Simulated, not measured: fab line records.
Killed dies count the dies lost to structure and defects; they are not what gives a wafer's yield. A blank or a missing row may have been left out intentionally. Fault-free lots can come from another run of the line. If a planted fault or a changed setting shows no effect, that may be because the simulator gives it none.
A struck lot beside a sound one    flow sky130    16 out of 708 route steps
Sound: wafers L916.1, L916.3, L916.4. The struck wafers were L921.3, L921.4, L921.6. At the end, the cause is stated.
Each step with rows lists, per side, the tool, then ch with its chambers, then its first start. Under that, the readings that differ: sound wafers    struck wafers    difference of the means    sigmas: that difference in standard deviations of wafers without a fault.
alike: a reading whose means differ by less than 2 such deviations, as well as words and numbers matching on both sides. not compared: withheld readings; readings where some wafer has no value; bounds like >300 that might hide an equal value; numbers whose values overlap and for which the record gives no deviation.
Wherever a step has rows on one side only, a row that says differs or no value, or a row with sigmas, the two part there. Non-overlapping numbers with no deviation appear without sigmas and do not part them. A reading that every wafer of one side lacks parts them only if that side has two wafers or more.

first, 5 steps without rows for these wafers: SKY_POLY_GATE_COAT_08 (resist thk 450 nm); SKY_POLY_GATE_SOFTBAKE_09 (time 90 s); SKY_POLY_GATE_EXPOSE_10 (exposes mask P1M, target cd 150 nm); SKY_POLY_GATE_PEB_11; SKY_POLY_GATE_DEVELOP_12 (develop time 60 s).
SKY_POLY_GATE_CD_MEAS_13: target cd 150 nm.
  sound: cd sem-02 at day 19 10:02; struck: cd sem-01 at day 21 07:38
  alike: cd nm
SKY_POLY_GATE_OVL_MEAS_14:
  sound: overlay-02 at day 19 10:10; struck: overlay-02 at day 21 07:43
  alike: POLY_GATE_OVL
SKY_POLY_GATE_ETCH_15: etches BARC in N2/H2, stops on SiO2, time 118.5 s, target depth 110 nm.
  sound on rie diel-03 ch 0,2,3, day 19 10:11; struck on rie diel-03 ch 0,2, day 21 07:44
  alike: drypump motor current A, oes product au, rf fwd power W, throttle valve pct
  not compared: rf hours counter h
SKY_POLY_GATE_ETCH_16: etches Si3N4 in CH3F/O2, stops on poly-Si, time 147.5 s, target depth 75 nm.
  sound on rie diel-03 ch 0,2,3, day 19 10:16; struck on rie diel-03 ch 0,2, day 21 07:49
  alike: drypump motor current A, oes product au, rf fwd power W, throttle valve pct
  not compared: rf hours counter h
SKY_POLY_GATE_ETCH_17: etches poly-Si in HBr/Cl2, stops on SiO2, target depth 180 nm, time 70.5 s.
  sound on rie si-01 ch 1,2,3, day 19 10:22; struck on rie si-01 ch 0,1,3, day 21 07:55
  alike: drypump motor current A, oes product au, rf fwd power W, throttle valve pct
  not compared: rf hours counter h
SKY_POLY_GATE_STRIP_18: strips in O2/N2.
  sound on plasma asher-01 ch 0,1, day 19 10:26; struck on plasma asher-01 ch 0,1, day 21 08:01
  alike: drypump motor current A, oes product au, strip time to endpoint s
  not compared: rf hours counter h
then, 1 step without rows for these wafers: SKY_POLY_GATE_CLEAN_19 (cleans in SC1/SC2, time 150 s).
SKY_POLY_GATE_OXIDATION_20: stabilise 600 s, purge 300 s, target thk 4 nm.
  sound on furnace-02 ch 0, day 19 11:14; struck on furnace-02 ch 0, day 21 08:08
reading                                           sound                struck                difference  sigmas
spike tc bottom C (C)                             867.4 867.9 868.7    884.6 884.6 885.0     +16.7       +15
spike tc centre C (C)                             851.1 848.9 852.1    865.8 863.9 865.7     +14.4       +11
spike tc lower C (C)                              849.0 847.7 849.8    865.3 864.2 864.8     +15.9       +14
spike tc upper C (C)                              849.9 850.2 852.5    865.7 866.7 864.7     +14.8       +12
tube center temp C (C)                            849.95 849.96 849.9  865.45 865.29 865.44  +15.46      +99 or more
tube_center_temp_C_max                            852.5 852.8 851.7    867.3 867.7 867.3     +15.1       +47
zone power centre pct (%)                         17.00 16.97 17.07    17.71 17.54 17.49     +0.57       +3
zone power top pct (%)                            29.2 30.1 30.1       30.5 30.4 30.5        +0.7        +2
model.SiO2_of_POLY_GATE_OXIDATION_20.thk nm (nm)  4.084 4.111 4.07     4.788 4.848 4.921     +0.764      
  alike: zone power lower pct, zone power upper pct
SKY_POLY_GATE_THK_MEAS_21:
  sound: film metro-02 at day 19 12:29; struck: film metro-03 at day 21 09:24
reading                       sound           struck          difference  sigmas
POLY_GATE_OXIDATION_THK (nm)  4.11 4.18 4.04  4.80 4.80 4.92  +0.73       +9
SKY_POLY_GATE_CD_MEAS_22:
  sound: cd sem-01 at day 19 12:33; struck: cd sem-01 at day 21 09:30
  alike: cd nm
-- here the record skips 28 days between the struck wafers' starts before and after, leaving off in module POLY_GATE and picking up in module PAD_OPEN (first step shown: number 708 of the route) --
SKY_PAD_OPEN_PROBE_99:
  sound: prober-02 at day 47 21:16; struck: prober-02 at day 49 01:50
reading                          sound              struck             difference  sigmas
model.etest.tip sonos.rs ohm sq  2542 2569 2573     2613 2646 2644     +73         
model.etest.tip n.rs ohm sq      445.2 444.6 440.8  455.5 455.9 453.3  +11.4       
model.etest.res pdiff.rs ohm sq  196.2 195.5 195.6  201.5 201.2 200.4  +5.3        
  alike: killed_at_M0_to_M3, killed_at_M4_up, killed at contacts, killed at front end, killed at other, killed dies, killed open, killed short
  not compared: model.etest.tip p.rs ohm sq

== WHERE THEY PART ==
At SKY_POLY_GATE_OXIDATION_20 first; at SKY_POLY_GATE_THK_MEAS_21 last (within this record only). Later steps at which nothing parts them and some readings are alike: SKY_POLY_GATE_CD_MEAS_22, SKY_PAD_OPEN_PROBE_99.

WHY: whatever the simulator had introduced
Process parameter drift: furnace-02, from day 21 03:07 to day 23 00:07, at SKY_POLY_GATE_OXIDATION_20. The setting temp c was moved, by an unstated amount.
